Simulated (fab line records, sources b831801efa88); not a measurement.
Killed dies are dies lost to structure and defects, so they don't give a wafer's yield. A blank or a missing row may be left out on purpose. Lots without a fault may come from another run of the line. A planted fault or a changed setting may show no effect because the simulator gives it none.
fab line records | flow gf180mcu
record lots=13 wafers=39 last_day=34
route steps=602 shown LVPWELL@63 VT_IMPLANT@132 NWELL@137 NSD@262
lots that met no fault: from a run of the same line without faults
start_h: hours from the record's first day to the start of the lot's first wafer shown | wait_h: hours since the lot's step before | " the same as in the row above | L1.1+2: a row that stands for several wafers | - no value, or no start given | * or withheld: withheld | < > ~ a bound
route shown NAME@n: a module of which the file shows steps, and the number in the route of the first | usual: mean/standard deviation of fault-free wafers | same: alike in all rows | chamber/n: place in a boat | sites: the reading at each site | _std_site: their standard deviation | _edge_site: outer sites' mean less inner sites' | radius_mm: how far each site lies from the wafer's centre | mask NAME#n: copy n | behind: the tool/chamber that last shaped the wafer | hold: why the lot was held/for how many hours/how that ended | device: the transistor (n, p or np) that didn't switch | end of line: the same wafers' tests at the end of the route | a step without rows: its recipe alone | killed: dies lost to structure and defects at the first sort, not the wafer's yield | map: a wafer's dies, x killed, . not, _ none there
set.NAME: the setting as run; set.NAME@STEP: as run at that earlier step | model.NAME: the simulator's own value behind a step, which no gauge read
steps of the route over a sample of lots; a table a step, a row a wafer
services: from which hour (start_h, from the record's first day; less than 0 if before it) a tool's chamber was out of use, for how many hours, and why
## steps
# step GF_LVPWELL_IMPLANT_09
# recipe species=B energy_kev=60 dose_cm2=5e+12 tilt_deg=0
# usual beam_on_s=9.98/0.2 dose_ions_cm2=5e+12/5.4e+09 faraday_current_uA=28.3/0.55
# columns lot.wafer tool chamber start_h wait_h beam_on_s dose_ions_cm2 faraday_current_uA
L266.4 implanter-04 0 70.11 0.1 10.01 4.994e+12 28.2
L266.5 " 0 " " 10.07 4.999e+12 27.9
L266.6 " 0 " " 10.28 4.997e+12 27.6
L267.2 implanter-04 0 74.95 0.1 10.23 5.004e+12 27.5
L267.4 " 0 " " 10.20 4.999e+12 27.8
L267.6 " 0 " " 10.06 5.003e+12 28.1
L268.1 implanter-02 0 77.99 0.1 10.06 4.998e+12 28.0
L268.2 " 0 " " 9.97 5e+12 28.4
L268.6 " 0 " " 9.85 5.003e+12 28.5
L269.2 implanter-01 0 83.96 0.1 9.79 4.998e+12 28.8
L269.5 " 0 " " 10.20 5.01e+12 27.7
L269.6 " 0 " " 10.19 5.001e+12 27.6
L270.2 implanter-01 0 90.71 0.1 9.91 5.006e+12 28.5
L270.3 " 0 " " 9.87 5.004e+12 28.5
L270.6 " 0 " " 10.03 5.003e+12 28.1
L272.1 implanter-01 0 101.72 0.1 10.10 5.012e+12 27.9
L272.5 " 0 " " 9.75 4.996e+12 28.8
L272.6 " 0 " " 10.01 5.004e+12 28.1
L273.1 implanter-02 0 108.38 0.1 10.18 5.006e+12 27.7
L273.4 " 0 " " 10.06 4.997e+12 28.1
L273.5 " 0 " " 10.05 4.99e+12 28.0
L274.3 implanter-02 0 113.29 0.1 9.60 4.991e+12 29.3
L274.5 " 0 " " 10.11 4.995e+12 27.9
L274.6 " 0 " " 9.84 5e+12 28.5
L275.3 implanter-04 0 118.63 0.1 9.98 4.998e+12 28.3
L275.4 " 0 " " 9.66 5.002e+12 29.1
L275.5 " 0 " " 10.00 4.999e+12 28.1
L277.1 implanter-02 0 131.33 0.1 9.80 4.998e+12 28.7
L277.5 " 0 " " 10.08 4.997e+12 28.0
L277.6 " 0 " " 9.65 4.991e+12 29.1
L280.1 implanter-02 0 147.69 0.1 10.30 5.009e+12 27.4
L280.3 " 0 " " 9.81 5.008e+12 28.8
L280.5 " 0 " " 9.75 5.009e+12 28.9
L284.1 implanter-02 0 169.69 0.1 10.20 6.612e+12 36.5
L284.2 " 0 " " 10.25 6.62e+12 36.4
L284.3 " 0 " " 9.74 6.605e+12 38.3
L289.4 implanter-02 0 197.66 0.1 9.95 6.611e+12 37.4
L289.5 " 0 " " 9.86 6.61e+12 37.9
L289.6 " 0 " " 10.18 6.6e+12 36.7
# step GF_VT_IMPLANT_STRIP_42
# recipe chemistry=O2/N2 power_w=1400 pressure_mtorr=1500 platen_temp_c=250 o2_flow_sccm=3000 n2_flow_sccm=300 overash_fraction=0.5
# usual chamber_pressure_mTorr=1500.0/1.2 drypump_motor_current_A=5.5/0.34 heater_power_w=332/57 oes_product_au=0.715/0.0047 strip_time_to_endpoint_s=12.64/0.033
# columns lot.wafer tool chamber start_h wait_h chamber_pressure_mTorr drypump_motor_current_A heater_power_w oes_product_au rf_hours_counter_h strip_time_to_endpoint_s
L266.4 plasma_asher-04 0 157.86 0.1 1501.5 5.2 340 0.713 - 12.67
L266.5 " 1 " " 1500.4 6.1 274 0.713 - 12.61
L266.6 " 0 " " 1498.0 5.2 329 0.719 - 12.66
L267.2 plasma_asher-03 0 164.11 0.1 1497.8 5.4 277 0.718 35 12.64
L267.4 " 1 " " 1497.9 5.8 441 0.717 - 12.67
L267.6 " 1 " " 1500.3 5.9 429 0.722 - 12.64
L268.1 plasma_asher-04 1 166.33 0.1 1500.1 6.1 272 0.711 52 12.65
L268.2 " 0 " " 1498.9 5.2 336 0.715 52 12.65
L268.6 " 0 " " 1500.3 5.2 340 0.712 - 12.65
L269.2 plasma_asher-02 0 173.43 0.1 1499.0 5.0 321 0.722 54 12.60
L269.5 " 0 " " 1498.3 5.0 308 0.715 - 12.62
L269.6 " 1 " " 1499.3 5.6 346 0.709 - 12.64
L270.2 plasma_asher-04 1 183.45 0.1 1501.3 6.0 272 0.723 54 12.62
L270.3 " 0 " " 1499.1 5.3 333 0.708 - 12.65
L270.6 " 0 " " 1499.8 5.2 331 0.715 - 12.62
L272.1 plasma_asher-03 0 195.08 0.1 1499.1 5.4 288 0.716 39 12.70
L272.5 " 0 " " 1500.2 5.4 279 0.713 - 12.67
L272.6 " 1 " " 1499.2 5.8 442 0.717 - 12.70
L273.1 plasma_asher-03 0 202.60 0.1 1502.4 5.5 285 0.713 39 12.63
L273.4 " 1 " " 1500.1 5.9 446 0.710 - 12.65
L273.5 " 0 " " 1500.7 5.4 283 0.716 - 12.64
L274.3 plasma_asher-04 1 209.84 0.1 1496.6 6.1 267 0.710 - 12.66
L274.5 " 1 " " 1502.5 6.0 269 0.703 - 12.64
L274.6 " 0 " " 1501.0 5.2 327 0.711 - 12.64
L275.3 plasma_asher-03 1 217.70 0.1 1500.0 5.8 435 0.720 - 12.62
L275.4 " 0 " " 1499.2 5.4 282 0.717 - 12.63
L275.5 " 1 " " 1499.7 5.9 436 0.721 - 12.63
L277.1 plasma_asher-02 0 231.60 0.1 1498.6 5.0 311 0.712 60 12.68
L277.5 " 0 " " 1499.0 5.0 309 0.717 - 12.67
L277.6 " 1 " " 1498.2 5.6 337 0.714 - 12.68
L280.1 plasma_asher-02 1 250.25 0.1 1500.2 5.6 349 0.718 62 12.62
L280.3 " 0 " " 1500.0 5.0 312 0.713 - 12.67
L280.5 " 0 " " 1498.2 5.1 310 0.713 - 12.66
L284.1 plasma_asher-03 0 277.35 0.1 1498.1 5.4 277 0.719 47 12.60
L284.2 " 1 " " 1499.7 5.9 444 0.708 47 12.64
L284.3 " 1 " " 1500.8 5.9 439 0.712 - 12.65
L289.4 plasma_asher-02 0 312.75 0.1 1500.9 5.0 310 0.710 - 12.66
L289.5 " 0 " " 1500.6 5.0 310 0.718 - 12.63
L289.6 " 1 " " 1500.5 5.6 348 0.712 - 12.65
# step GF_VT_IMPLANT_RS_MEAS_47
# recipe thk_meas_gauge=four-point-probe
# usual NWELL_RS=487.9/1.5
# columns lot.wafer tool chamber start_h wait_h NWELL_RS[ohm/sq]
L266.4 film_metro-02 - 158.32 0.1 490.2
L266.5 " - " " 489.5
L266.6 " - " " 488.2
L267.2 film_metro-02 - 164.56 0.1 488.6
L267.4 " - " " 489.9
L267.6 " - " " 489.3
L268.1 film_metro-02 - 166.76 0.1 490.2
L268.2 " - " " 488.3
L268.6 " - " " 491.0
L269.2 film_metro-04 - 173.88 0.1 488.0
L269.5 " - " " 488.0
L269.6 " - " " 487.8
L270.2 film_metro-04 - 183.90 0.1 489.6
L270.3 " - " " 490.0
L270.6 " - " " 490.1
L272.1 film_metro-03 - 195.61 0.1 487.9
L272.5 " - " " 490.3
L272.6 " - " " 489.3
L273.1 film_metro-04 - 203.04 0.1 489.5
L273.4 " - " " 489.0
L273.5 " - " " 488.2
L274.3 film_metro-03 - 210.27 0.1 486.8
L274.5 " - " " 486.6
L274.6 " - " " 485.6
L275.3 film_metro-02 - 218.13 0.1 488.2
L275.4 " - " " 488.2
L275.5 " - " " 487.2
L277.1 film_metro-04 - 232.03 0.1 487.2
L277.5 " - " " 485.9
L277.6 " - " " 486.7
L280.1 film_metro-03 - 250.68 0.1 487.6
L280.3 " - " " 488.1
L280.5 " - " " 488.0
L284.1 film_metro-04 - 277.78 0.1 486.4
L284.2 " - " " 486.9
L284.3 " - " " 487.2
L289.4 film_metro-02 - 313.21 0.1 487.6
L289.5 " - " " 488.6
L289.6 " - " " 488.8
# step GF_VT_IMPLANT_RS_MEAS_48
# recipe thk_meas_gauge=four-point-probe
# usual LVPWELL_RS=1197.1/2.5
# columns lot.wafer tool chamber start_h wait_h LVPWELL_RS[ohm/sq]
L266.4 film_metro-02 - 158.44 0.1 1197.5
L266.5 " - " " 1202.3
L266.6 " - " " 1199.0
L267.2 film_metro-02 - 164.68 0.1 1194.6
L267.4 " - " " 1193.9
L267.6 " - " " 1193.7
L268.1 film_metro-02 - 166.88 0.1 1197.6
L268.2 " - " " 1198.4
L268.6 " - " " 1200.7
L269.2 film_metro-04 - 174.00 0.1 1195.5
L269.5 " - " " 1199.5
L269.6 " - " " 1196.0
L270.2 film_metro-04 - 184.02 0.1 1196.4
L270.3 " - " " 1197.6
L270.6 " - " " 1199.2
L272.1 film_metro-03 - 195.73 0.1 1195.1
L272.5 " - " " 1195.9
L272.6 " - " " 1194.4
L273.1 film_metro-04 - 203.16 0.1 1196.1
L273.4 " - " " 1198.9
L273.5 " - " " 1197.9
L274.3 film_metro-03 - 210.39 0.1 1191.8
L274.5 " - " " 1196.6
L274.6 " - " " 1195.9
L275.3 film_metro-02 - 218.25 0.1 1194.4
L275.4 " - " " 1194.8
L275.5 " - " " 1198.0
L277.1 film_metro-04 - 232.15 0.1 1196.3
L277.5 " - " " 1193.4
L277.6 " - " " 1198.2
L280.1 film_metro-03 - 250.80 0.1 1195.6
L280.3 " - " " 1196.5
L280.5 " - " " 1199.1
L284.1 film_metro-04 - 277.90 0.1 1135.0
L284.2 " - " " 1132.7
L284.3 " - " " 1134.9
L289.4 film_metro-02 - 313.33 0.1 1140.1
L289.5 " - " " 1135.7
L289.6 " - " " 1135.4
# step GF_PSD_RS_MEAS_14
# recipe thk_meas_gauge=four-point-probe
# usual NSD_RS=46.13/0.1
# columns lot.wafer tool chamber start_h wait_h NSD_RS[ohm/sq]
L266.4 film_metro-02 - 315.65 0.1 46.15
L266.5 " - " " 46.14
L266.6 " - " " 46.08
L267.2 film_metro-03 - 325.60 0.1 46.10
L267.4 " - " " 46.01
L267.6 " - " " 45.93
L268.1 film_metro-02 - 328.73 0.1 46.11
L268.2 " - " " 46.06
L268.6 " - " " 46.09
L269.2 film_metro-01 - 333.67 0.1 46.01
L269.5 " - " " 46.01
L269.6 " - " " 45.98
L270.2 film_metro-02 - 348.19 0.1 46.20
L270.3 " - " " 46.32
L270.6 " - " " 46.22
L272.1 film_metro-02 - 365.12 0.1 46.14
L272.5 " - " " 46.26
L272.6 " - " " 46.16
L273.1 film_metro-01 - 375.59 0.1 46.08
L273.4 " - " " 45.99
L273.5 " - " " 45.87
L274.3 film_metro-03 - 386.41 0.1 46.36
L274.5 " - " " 46.12
L274.6 " - " " 46.29
L275.3 film_metro-03 - 392.83 0.1 46.13
L275.4 " - " " 46.32
L275.5 " - " " 46.13
L277.1 film_metro-03 - 417.94 0.1 46.00
L277.5 " - " " 46.12
L277.6 " - " " 46.08
L280.1 film_metro-01 - 437.37 0.1 46.13
L280.3 " - " " 46.14
L280.5 " - " " 46.01
L284.1 film_metro-03 - 471.63 0.1 46.12
L284.2 " - " " 46.04
L284.3 " - " " 46.13
L289.4 film_metro-02 - 509.48 0.1 46.17
L289.5 " - " " 46.21
L289.6 " - " " 46.31
## services
# columns tool chamber start_h hours kind
implanter-01 - 59.92 1.2 repair
implanter-02 - 103.72 1.1 repair
plasma_asher-02 - 119.87 2.3 repair
implanter-01 - 120.28 2.4 pm
implanter-04 - 125.45 2.5 repair
implanter-01 - 129.63 3.3 repair
plasma_asher-04 - 177.88 0.7 repair
plasma_asher-04 - 231.25 2.7 repair
implanter-02 - 243.47 3.7 pm
implanter-02 - 261.16 1.5 repair
implanter-04 - 270.36 9.2 repair
implanter-04 - 290.53 4.1 repair
plasma_asher-03 - 300.86 1.6 repair
## key
first_sign step=GF_LVPWELL_IMPLANT_09 reading=dose_ions_cm2 direction=up sigmas=99+ usual=5e+12 struck=6.61e+12
effect step=GF_LVPWELL_IMPLANT_09 reading=faraday_current_uA direction=up sigmas=16 usual=28.3 struck=37.2
effect step=GF_VT_IMPLANT_RS_MEAS_48 reading=LVPWELL_RS direction=down sigmas=24 usual=1197.1 struck=1135.6
met_at GF_LVPWELL_IMPLANT_09
struck_lots L284,L289
tester_left_out L284,L289
not_acting_at GF_VT_IMPLANT_STRIP_42,GF_VT_IMPLANT_RS_MEAS_47,GF_PSD_RS_MEAS_14
onset_between 147.69 169.69
fault kind=process_parameter_drift tool=implanter-02 chamber=- onset_h=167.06 steps=GF_LVPWELL_IMPLANT_09 channel=dose_cm2 offset=1.6095e+12 shape=step end_h=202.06 acts_in=these_recipes_only stated=5e+12
# tester_left_out: of these lots the tester's yield and bins aren't shown, on N5 and GAA mostly nor the transistor test; their killed dies are dies lost to structure and defects alone, not to doping, threshold or leakage, so they don't give the yield
